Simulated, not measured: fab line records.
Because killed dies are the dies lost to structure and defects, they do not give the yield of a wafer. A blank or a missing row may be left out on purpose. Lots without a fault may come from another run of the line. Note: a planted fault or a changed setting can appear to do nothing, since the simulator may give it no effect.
Problem report in the 8D (eight disciplines) form, filled by code + flow sky130 + the parts of the form that need people (team, actions taken, sign-off) are left out

== 1. WHAT WENT WRONG ==
VIA4_HDPCVD_THK at SKY_VIA4_THK_MEAS_01 reads a mean of 2707 nm on 3 wafers of 2 lots; wafers without a fault read 1755 nm with a standard deviation of 18. Relative to the usual mean, that is a shift of +53 standard deviations.
Seen first at day 46 15:13 on film metro-03, wafer L673.5. At this step, 33 wafers from 11 lots have a number in the record. By rule, "out" or "out of limits" means more than 4 standard deviations away from the usual mean. Any other wafer with a number is counted as sound.

== 2. WHAT THIS IS AND IS NOT ==
| question                    | is                           | is not                                                                                       |
|-----------------------------|------------------------------|----------------------------------------------------------------------------------------------|
| which readings at this step | VIA4_HDPCVD_THK              | -                                                                                            |
| which lots                  | L673, L674                   | L658, L661, L662, L663, L666, L677, L678, L679, L681                                         |
| which wafers of those lots  | L673.5, L674.3, L674.5       | L673.2, L673.3, L674.2                                                                       |
| read on which gauges        | film metro-01, film metro-03 | film metro-02                                                                                |
| when                        | from day 46 15:13            | up to then (17 sound wafers); but 13 sound wafers of L674, L677, L678, L679, L681 came after |

== 3. THE SUSPECTS, EACH WITH WHAT RULES IT OUT ==
Counting: a tool at a process step up to the reading stays a suspect if it ran every lot that is out. Sound lots after the first of them don't rule it out here, since some wafers of a struck lot are sound.
- the gauge at SKY_VIA4_THK_MEAS_01 is ruled out. 2 gauges (film metro-01, film metro-03) read the wafers that are out.
- hdpcvd-01 at SKY_VIA4_HDPCVD_00 (deposits SiO2, target thk 1750 nm, time 291.7 s): kept. Ran every lot that is out, first one L673 (day 46 15:01); last sound lot up to then L663 (day 43 19:49).
The count leaves hdpcvd-01 at SKY_VIA4_HDPCVD_00.

== 4. THE CAUSE (what the simulator had put in) ==
hdpcvd-01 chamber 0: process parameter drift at SKY_VIA4_HDPCVD_00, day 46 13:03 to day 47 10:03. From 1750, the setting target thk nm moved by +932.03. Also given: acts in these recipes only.
After counting, this tool was the only one left.

== 5. THE EFFECT CHAIN, in route order ==
Each row: a reading whose mean over the struck wafers that have a number lies more than 3 standard deviations from the usual. Scope: only readings with a usual standard deviation given in the record; hours: median across lots of the time from each lot's start at the first step in this table that gives one to its start at this step; sigmas: change in usual standard deviations.
| hours | step                 | reading         | usual   | on struck wafers | change | sigmas |
|-------|----------------------|-----------------|---------|------------------|--------|--------|
| 0     | SKY_VIA4_THK_MEAS_01 | VIA4_HDPCVD_THK | 1755 nm | 2707             | +952   | +53    |

== 6. HOW IT WOULD HAVE BEEN CAUGHT EARLIER ==
The first out-of-limits reading at a measuring or inspecting step in this record came at day 46 15:13, 2 hours after the fault's start at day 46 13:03.
Of the lots that are out (2), L674 began SKY_VIA4_HDPCVD_00 on hdpcvd-01 after day 46 15:13. It would have been spared by a hold on the tool at that moment.
